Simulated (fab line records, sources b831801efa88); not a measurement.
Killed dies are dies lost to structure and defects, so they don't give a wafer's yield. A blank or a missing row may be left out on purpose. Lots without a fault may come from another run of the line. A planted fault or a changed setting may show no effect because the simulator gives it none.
A struck lot beside a sound one | flow sky130 | 35 steps out of a route of 708
Sound: wafers L191.1, L191.3, L191.5. Struck: wafer L202.2. (L202.3, L202.6 of the same lot were not struck and are left out.) The cause comes at the end.
At each step with rows: each side's tool, then ch and its chambers, then its first start. Under that, the readings that differ: sound wafers | struck wafers | difference of the means | sigmas: that difference in standard deviations of wafers without a fault.
alike: readings whose means differ by less than 2 such deviations, and words and numbers that are the same on both sides. not compared: withheld readings, readings that some wafer has no value for, bounds like >300 that may hide the same value, and numbers for which the record gives no deviation and whose values overlap.
The two part at a step that has a row with sigmas, a row that says differs or no value, or rows on one side only. Numbers that don't overlap but have no deviation are shown without sigmas and don't part them. A reading that every wafer of one side lacks parts them only if that side has two wafers or more.

SKY_SD_P_CD_MEAS_07: target cd 380 nm.
  sound on cd_sem-01, day 25 10:08; struck on cd_sem-01, day 29 16:37
  reading    | sound             | struck | difference | sigmas
  cd_nm (nm) | 375.0 375.3 374.8 | 382.0  | +7.0       | +2
SKY_SD_P_OVL_MEAS_08:
  sound on overlay-02, day 25 10:16; struck on overlay-01, day 29 16:43
  alike: SD_P_OVL
then, 1 step without rows for these wafers: SKY_SD_P_IMPLANT_09.
SKY_SD_P_STRIP_10: strips in O2/N2.
  sound on plasma_asher-02 ch 0,1, day 25 10:27; struck on plasma_asher-03 ch 1, day 29 16:54
  alike: drypump_motor_current_A, oes_product_au, strip_time_to_endpoint_s
  not compared: rf_hours_counter_h
SKY_SD_P_TW_MEAS_11:
  sound on film_metro-02, day 25 10:33; struck on film_metro-02, day 29 17:01
  alike: SD_P_TW
then, 7 steps without rows for these wafers: SKY_RES_XHIGH_DEHYDRATE_00 (time 60 s); SKY_RES_XHIGH_HMDS_01 (prime time 60 s); SKY_RES_XHIGH_COAT_02 (resist thk 1140 nm); SKY_RES_XHIGH_SOFTBAKE_03 (time 60 s); SKY_RES_XHIGH_EXPOSE_04 (exposes mask URPM, target cd 1270 nm); SKY_RES_XHIGH_PEB_05; SKY_RES_XHIGH_DEVELOP_06 (develop time 60 s).
SKY_RES_XHIGH_IMPLANT_07:
  sound on implanter-03 ch 0, day 26 15:17; struck on implanter-03 ch 0, day 30 20:14
SKY_RES_XHIGH_STRIP_08: strips in O2/N2.
  sound on plasma_asher-02 ch 1, day 26 15:26; struck on plasma_asher-01 ch 1, day 30 20:22
  reading                     | sound       | struck | difference | sigmas
  drypump_motor_current_A (A) | 6.2 6.2 6.2 | 4.9    | -1.3       | -3
  alike: oes_product_au, strip_time_to_endpoint_s
  not compared: rf_hours_counter_h
SKY_RES_XHIGH_TW_MEAS_09:
  sound on film_metro-02, day 26 15:32; struck on film_metro-04, day 30 20:28
  alike: RES_XHIGH_TW
then, 7 steps without rows for these wafers: SKY_SD_N_DEHYDRATE_00 (time 60 s); SKY_SD_N_HMDS_01 (prime time 60 s); SKY_SD_N_COAT_02 (resist thk 1140 nm); SKY_SD_N_SOFTBAKE_03 (time 60 s); SKY_SD_N_EXPOSE_04 (exposes mask NSDM, target cd 380 nm); SKY_SD_N_PEB_05; SKY_SD_N_DEVELOP_06 (develop time 60 s).
SKY_SD_N_CD_MEAS_07: target cd 380 nm.
  sound on cd_sem-02, day 27 19:48; struck on cd_sem-01, day 31 23:55
  alike: cd_nm
SKY_SD_N_OVL_MEAS_08:
  sound on overlay-01, day 27 19:55; struck on overlay-02, day 32 00:01
  alike: SD_N_OVL
then, 2 steps without rows for these wafers: SKY_SD_N_IMPLANT_09; SKY_SD_N_IMPLANT_10.
SKY_SD_N_STRIP_11: strips in O2/N2.
  sound on plasma_asher-03 ch 0,1, day 27 20:15; struck on plasma_asher-04 ch 1, day 32 00:21
  alike: drypump_motor_current_A, oes_product_au, strip_time_to_endpoint_s
  not compared: rf_hours_counter_h
SKY_SD_N_TW_MEAS_12:
  sound on film_metro-04, day 27 20:21; struck on film_metro-03, day 32 00:28
  alike: SD_N_TW
then, 1 step without rows for these wafers: SKY_SD_N_CLEAN_13 (cleans in SC1/SC2, time 150 s).
SKY_SD_N_RTA_14: time 2 s.
  sound on rtp_anneal-01 ch 0, day 27 20:28; struck on rtp_anneal-02 ch 0, day 32 00:35
  alike: lamp_power_pct, ramp_down_c_per_s, wafer_temp_C_max
SKY_SD_N_RS_MEAS_16: measures by four-point-probe.
  sound on film_metro-03, day 27 20:38; struck on film_metro-02, day 32 00:46
  alike: SD_N_RS
SKY_SD_N_RS_MEAS_17: measures by four-point-probe.
  sound on film_metro-03, day 27 20:46; struck on film_metro-02, day 32 00:53
  alike: SD_P_RS
SKY_SD_N_RS_MEAS_18: measures by four-point-probe.
  sound on film_metro-03, day 27 20:53; struck on film_metro-02, day 32 01:00
  reading               | sound             | struck | difference | sigmas
  RES_XHIGH_RS (ohm/sq) | 334.5 334.9 334.3 | 349.2  | +14.6      | +11
then, 1 step without rows for these wafers: SKY_SALICIDE_CLEAN_00 (cleans in HF-last, time 30 s).
-- the record jumps here: 17 days lie between the struck wafers' starts before and after (it left off in module SALICIDE and takes up again in module PAD_OPEN, whose first step shown is number 708 of the route) --
SKY_PAD_OPEN_PROBE_99:
  sound on prober-01, day 45 16:37; struck on prober-01, day 48 16:56
  reading                                            | sound             | struck | difference | sigmas
  model.etest.res_xhigh_po.line_ohm_um               | 5697 5686 5755    | 6653   | +940       |
  model.etest.res_xhigh_po.rs_ohm_sq                 | 1986 2030 2049    | 2339   | +317       |
  model.etest.res_xhigh_po.rs_ohm_sq_range           | 61.89 53.44 63.21 | 418.2  | +358.7     |
  model.etest.res_xhigh_po.rs_ohm_sq_rim_less_centre | 48.7 27.92 31.6   | -261.1 | -297.2     |
  alike: killed_at_M0_to_M3, killed_at_M4_up, killed_at_contacts, killed_at_front_end, killed_at_other, killed_dies, killed_on_rim, killed_open, killed_short

WHERE THEY PART
First at SKY_SD_P_CD_MEAS_07; last, within this record, at SKY_SD_N_RS_MEAS_18. Later steps at which nothing parts them and some readings are alike: SKY_PAD_OPEN_PROBE_99.

WHY: what the simulator had put in
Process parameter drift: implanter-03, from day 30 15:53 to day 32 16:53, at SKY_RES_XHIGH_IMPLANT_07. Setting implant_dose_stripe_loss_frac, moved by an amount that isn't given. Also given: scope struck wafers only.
